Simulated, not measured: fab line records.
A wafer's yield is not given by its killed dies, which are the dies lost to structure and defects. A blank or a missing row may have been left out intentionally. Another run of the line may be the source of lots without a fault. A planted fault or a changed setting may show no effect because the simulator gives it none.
Lot-split experiment ; flow sky130 ; 23 wafers read across 5 lots, on a route 708 steps long

## THE SPLIT ITSELF
At SKY_POLY_GATE_CVD_00 (deposits poly-Si, target thk 180 nm, time 720 s), the setting pressure-mtorr was moved away from the recipe's 200 mTorr on 15 of the 23 wafers read, by -13.2% to +13.7%. The other wafers ran this setting at the recipe's value.

There is no step in the file separating the split from the reading.

## THE READING
POLY_GATE_CVD_00_THK (nm), taken at SKY_POLY_GATE_THK_MEAS_01. A value of 180.7 nm with a standard deviation of 1.6 nm is what fault-free wafers of this fab line usually give.

wafer;tool, chamber at the split;pressure-mtorr as run, mTorr;against the recipe;POLY_GATE_CVD_00_THK, nm;against lot-mates on the recipe
L077.1;-, -;200;recipe;182.0;-
L077.2;-, -;200;recipe;180.9;-
L077.4;-, -;200;recipe;181.9;-
L077.5;-, -;200;recipe;182.8;-
L077.6;-, -;200;recipe;182.0;-
L078.1;-, -;173.6;-13.2%;168.7;no lot-mate on the recipe
L078.2;-, -;173.6;-13.2%;166.8;no lot-mate on the recipe
L078.3;-, -;173.6;-13.2%;166.0;no lot-mate on the recipe
L078.4;-, -;173.6;-13.2%;167.8;no lot-mate on the recipe
L078.5;-, -;173.6;-13.2%;167.7;no lot-mate on the recipe
L081.1;lpcvd-01, 0;200;recipe;182.2;-
L081.4;lpcvd-01, 0;200;recipe;183.5;-
L081.5;lpcvd-01, 0;200;recipe;181.4;-
L082.2;-, -;188.3;-5.8%;174.8;no lot-mate on the recipe
L082.3;-, -;188.3;-5.8%;174.9;no lot-mate on the recipe
L082.4;-, -;188.3;-5.8%;174.0;no lot-mate on the recipe
L082.5;-, -;188.3;-5.8%;173.4;no lot-mate on the recipe
L082.6;-, -;188.3;-5.8%;172.9;no lot-mate on the recipe
L085.1;-, -;227.3;+13.7%;192.3;no lot-mate on the recipe
L085.2;-, -;227.3;+13.7%;192.8;no lot-mate on the recipe
L085.3;-, -;227.3;+13.7%;192.1;no lot-mate on the recipe
L085.4;-, -;227.3;+13.7%;191.3;no lot-mate on the recipe
L085.5;-, -;227.3;+13.7%;191.2;no lot-mate on the recipe

FIT RESULTS
A straight line over all 23 wafers: POLY_GATE_CVD_00_THK changes by +0.928 nm for each +1% of pressure-mtorr; r = +0.99; the points scatter about the line by 1.5 nm.
Too few moved wafers have a lot-mate on the recipe to fit a line with each lot's own level taken away.

## THE WHOLE CHAIN: every reading that the file lists as answering this split, in the file's order
step;what it does;reading;change (the file's fit);r (the file's)
SKY_POLY_GATE_CVD_00;deposits poly-Si, target thk 180 nm, time 720 s;poly-Si_of_POLY_GATE_CVD_00.thk-nm (the simulator's own value, which no gauge read);+0.927 nm for each +1% of the setting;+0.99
SKY_POLY_GATE_THK_MEAS_01;;POLY_GATE_CVD_00_THK;+0.929 for each +1% of the setting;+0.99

## FILE'S OWN FIT
POLY_GATE_CVD_00_THK changes by +0.929 nm for each +1% of pressure-mtorr, r = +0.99.
